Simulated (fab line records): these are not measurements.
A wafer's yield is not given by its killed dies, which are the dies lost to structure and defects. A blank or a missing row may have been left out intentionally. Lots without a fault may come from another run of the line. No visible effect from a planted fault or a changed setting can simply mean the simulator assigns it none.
Comparing a struck lot with a sound one ; flow sky130 ; 17 steps out of a route of 708
Sound: wafers L952.1, L952.5, L952.6. Wafers L955.1, L955.3, L955.6 were the ones struck. At the end, the cause is stated.
Each step with rows lists, per side, the tool, then ch with its chambers, then its first start. Under that, the readings that differ: sound wafers ; struck wafers ; difference of the means ; sigmas: that difference in standard deviations of wafers without a fault.
alike: readings with means less than 2 such deviations apart, plus words and numbers identical on both sides. not compared: withheld readings, readings lacking a value on some wafer, bounds such as >300 that could conceal the same value, and numbers that have no deviation in the record and whose values overlap.
A row with sigmas, a row that says differs or no value, or rows on one side alone: a step with any of these is where the two part. Non-overlapping numbers with no deviation appear without sigmas and do not part them. Lack of a reading on every wafer of one side parts them only where that side has two or more wafers.

SKY_VT_ADJUST_HVTP_OVL_MEAS_08:
  sound on overlay-02, day 7 23:01; struck on overlay-02, day 8 21:37
  alike: VT_ADJUST_HVTP_OVL
next, for these wafers, 1 step has no rows: SKY_VT_ADJUST_HVTP_IMPLANT_09.
SKY_VT_ADJUST_HVTP_STRIP_10: strips in O2/N2.
  sound on plasma asher-04 ch 0,1, day 7 23:13; struck on plasma asher-02 ch 0,1, day 8 21:49
  alike: drypump motor current A, oes product au, strip time to endpoint s
  not compared: rf hours counter h
SKY_VT_ADJUST_HVTP_TW_MEAS_11:
  sound on film metro-04, day 7 23:19; struck on film metro-03, day 8 21:55
  alike: VT_ADJUST_HVTP_TW
then, 7 steps without rows for these wafers: SKY_VT_ADJUST_LVTN_DEHYDRATE_00 (time 60 s); SKY_VT_ADJUST_LVTN_HMDS_01 (prime time 60 s); SKY_VT_ADJUST_LVTN_COAT_02 (resist thk 3000 nm); SKY_VT_ADJUST_LVTN_SOFTBAKE_03; SKY_VT_ADJUST_LVTN_EXPOSE_04 (exposes mask NWM COMPLEMENT LESS NATIVE, target cd 840 nm); SKY_VT_ADJUST_LVTN_PEB_05; SKY_VT_ADJUST_LVTN_DEVELOP_06 (develop time 60 s).
SKY_VT_ADJUST_LVTN_OVL_MEAS_07:
  sound on overlay-02, day 8 19:59; struck on overlay-01, day 9 18:15
  alike: VT_ADJUST_LVTN_OVL
SKY_VT_ADJUST_LVTN_IMPLANT_08:
  sound on implanter-01 ch 0, day 8 20:02; struck on implanter-01 ch 0, day 9 18:17
reading;sound;struck;difference;sigmas
dose ions cm2;1.5714e+12 1.5743e+12 1.5707e+12;1.1123e+12 1.1099e+12 1.1128e+12;-4.6047e+11;-99 or more
faraday current uA;8.94 8.91 8.75;6.20 6.40 6.14;-2.62;-15
SKY_VT_ADJUST_LVTN_STRIP_09: strips in O2/N2.
  sound on plasma asher-03 ch 0,1, day 8 20:11; struck on plasma asher-01 ch 0,1, day 9 18:26
reading;sound;struck;difference;sigmas
strip time to endpoint s (s);36.77 36.77 36.83;37.08 37.01 36.94;+0.22;+2
  alike: drypump motor current A, oes product au
  not compared: rf hours counter h
SKY_VT_ADJUST_LVTN_TW_MEAS_10:
  sound on film metro-03, day 8 20:17; struck on film metro-02, day 9 18:32
reading;sound;struck;difference;sigmas
VT_ADJUST_LVTN_TW;238 240 240;215 215 214;-25;-7
then, 2 steps without rows for these wafers: SKY_VT_ADJUST_LVTN_DEHYDRATE_11 (time 60 s); SKY_PAD_OPEN_PROBE_99.

## WHERE THEY PART
Earliest at SKY_VT_ADJUST_LVTN_IMPLANT_08; latest, in this record, at SKY_VT_ADJUST_LVTN_TW_MEAS_10.

WHY: the cause the simulator had injected
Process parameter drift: implanter-01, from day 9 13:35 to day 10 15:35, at SKY_VT_ADJUST_LVTN_IMPLANT_08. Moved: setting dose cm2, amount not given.
